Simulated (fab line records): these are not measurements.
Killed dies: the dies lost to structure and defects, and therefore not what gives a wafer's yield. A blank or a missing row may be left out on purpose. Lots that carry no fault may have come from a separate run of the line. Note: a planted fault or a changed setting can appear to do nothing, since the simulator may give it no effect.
Struck lot and sound lot, side by side -- flow sfq_line -- 14 out of 325 route steps
Sound: these wafers, L277.2, L277.3, L277.5. Struck: wafer L287.3 (L287.1, L287.4, from the same lot, were not struck and are left out); the cause is given at the end.
Order at every step that has rows: each side's tool, ch and its chambers, its first start. Under that, the readings that differ: sound wafers -- struck wafers -- difference of the means -- sigmas: that difference in standard deviations of wafers without a fault.
alike: words and numbers the same on both sides, and readings whose means are apart by under 2 such deviations; not compared: readings that were withheld, readings missing a value for some wafer, numbers with overlapping values and no deviation given by the record, and bounds like >300 which may hide the same value.
The two part at a step that has a row with sigmas, a row that says differs or no value, or rows on one side only. Numbers that have no deviation but don't overlap get no sigmas and don't part them. A reading that every wafer of one side lacks parts them only if that side has two wafers or more.

first, 1 step without rows for these wafers: SFQ_TRILAYER_M0_STRIP_SOLV_CLEAN_026 (cleans in NMP, time 600 s).
SFQ_TRILAYER_I0_DEP_PECVD_027: deposits SiO2 from SiH4/N2O, time 111.11 s, target thk 500 nm.
  sound on pecvd-01 ch 0,1,2, day 11 18:23; struck on pecvd-03 ch 0, day 14 21:02
  alike: heater_power_w, throttle_valve_pct
SFQ_TRILAYER_I0_CMP_CMP_028: polishes SiO2.
  sound on cmp-02 ch 1,2, day 11 18:58; struck on cmp-02 ch 2, day 14 23:19
  alike: head_pressure_psi, motor_current_A, time_to_endpoint_s
SFQ_I0_BOW_MEAS_907:
  sound on film_metro-04 at day 11 21:29; struck on film_metro-04 at day 15 01:19
  alike: I0_BOW
SFQ_TRILAYER_I0_METRO_MEASURE_029:
  sound on film_metro-04 at day 11 21:47; struck on film_metro-04 at day 15 01:26
  alike: thk_nm
then, 6 steps without rows for these wafers: SFQ_TRILAYER_I0_VIA_LITHO_COAT_036 (resist thk 62 nm); SFQ_TRILAYER_I0_VIA_LITHO_COAT_031 (resist thk 650 nm); SFQ_TRILAYER_I0_VIA_LITHO_SOFTBAKE_035; SFQ_TRILAYER_I0_VIA_LITHO_EXPOSE_032 (exposes mask I0, target cd 500 nm); SFQ_TRILAYER_I0_VIA_LITHO_PEB_034 (peb time 60 s); SFQ_TRILAYER_I0_VIA_LITHO_DEVELOP_033 (time 60 s).
-- the record jumps here: 6 days lie between the struck wafers' starts before and after --
SFQ_I0_OVL_MEAS_908:
  sound on overlay-01 at day 16 09:23; struck on overlay-01 at day 20 21:44
  alike: I0_OVL
SFQ_TRILAYER_I0_VIA_BARC_OPEN_VIA_ETCH_046: etches BARC in O2, target depth 125 nm, time 41.7 s.
  sound on rie_diel-02 ch 1,2, day 16 09:25; struck on rie_diel-03 ch 0, day 20 21:46
reading,sound,struck,difference,sigmas
model.KrF_of_TRILAYER_I0_VIA_LITHO_COAT_031.thk_nm (nm),577.8 577.7 576,578.4,+1.2,
  alike: drypump_motor_current_A, oes_product_au
  not compared: rf_hours_counter_h
SFQ_TRILAYER_I0_VIA_ETCH_VIA_ETCH_034: etches SiO2 in CHF3, stops on Nb, target depth 260 nm.
  sound on rie_diel-02 ch 1,2, day 16 09:27; struck on rie_diel-03 ch 0, day 20 21:49
  alike: drypump_motor_current_A, oes_product_au

## WHERE THEY PART
Nowhere in this record.

WHY: what had been put in by the simulator
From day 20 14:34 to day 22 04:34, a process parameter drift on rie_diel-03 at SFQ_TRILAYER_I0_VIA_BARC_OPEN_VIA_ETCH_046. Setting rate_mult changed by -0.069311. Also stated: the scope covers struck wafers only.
